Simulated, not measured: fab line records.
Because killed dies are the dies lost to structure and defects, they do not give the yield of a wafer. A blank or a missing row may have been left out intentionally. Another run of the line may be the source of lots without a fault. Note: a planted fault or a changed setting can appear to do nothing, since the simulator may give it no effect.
One fault seen from 2 desks -- flow gf180mcu -- each desk holds nothing but its own numbers, with what lay behind them at the end

== METROLOGY DESK ==
Means of the sampled wafers that have a number, per lot and without regard to the tool the lot ran on: this is what the gauges read. Any lot whose mean is over 4 standard deviations away from the usual mean is out of limits and marked OUT; that distance is given in the brackets.
Columns: A = HV_LDD_2_TW at GF_HV_LDD_TW_MEAS_23, usual 1052; B = HV_LDD_4_TW at GF_HV_LDD_TW_MEAS_50, usual 566; C = HV_LDD_RS at GF_HV_LDD_RS_MEAS_53, usual 418.6 ohm/sq
lot,first seen here,A,B,C
L315,day 10 17:38,1056,561,418.2
L316,day 11 02:10,1054,564,419.7
L317,day 11 10:49,1038,569,417.6
L319,day 12 01:28,1060,565,418.9
L323,day 13 10:55,1045,559,418.6
L324,day 13 14:14,1054,557,423.3
L329,day 15 01:04,1050,566,423.0
L331,day 15 22:26,1054,571,416.2
L334,day 16 18:49,1061,560,419.4
L335,day 17 02:04,1060,574,419.7
L336,day 17 10:13,1065,573,418.0
L337,day 17 21:03,1036,570,420.6
L338,day 17 23:16,1048,563,419.3
This desk's verdict: no lot among the 13 shows anything out of limits.

== TOOL OWNER'S DESK, implanter-01 ==
For each lot that ran on this tool, the mean over its sampled wafers that have a number, from the tool's own readings at GF_HV_LDD_IMPLANT_33. Any lot whose mean is over 4 standard deviations away from the usual mean is out of limits and marked OUT; that distance is given in the brackets.
Columns: A = beam-energy-keV at GF_HV_LDD_IMPLANT_33, usual 59.997; B = dose-ions-cm2 at GF_HV_LDD_IMPLANT_33, usual 7.5e+12
lot,first seen here,A,B
L317,day 12 04:46,59.976,7.5e+12
L319,day 12 21:05,60.007,7.5e+12
L323,day 14 07:34,59.981,7.5e+12
L324,day 14 11:25,59.964,7.5e+12
L329,day 15 22:28,60.031,7.5e+12
L335,day 18 00:59,59.984,7.5e+12
L338,day 18 23:44,59.999,7.5e+12
This desk's verdict: no lot among the 7 shows anything out of limits.

== PUT TOGETHER ==
From the metrology desk's view, nothing was out of limits.
The desk of the tool owner found nothing out of limits.

== WHAT HAD BEEN PUT IN BY THE SIMULATOR ==
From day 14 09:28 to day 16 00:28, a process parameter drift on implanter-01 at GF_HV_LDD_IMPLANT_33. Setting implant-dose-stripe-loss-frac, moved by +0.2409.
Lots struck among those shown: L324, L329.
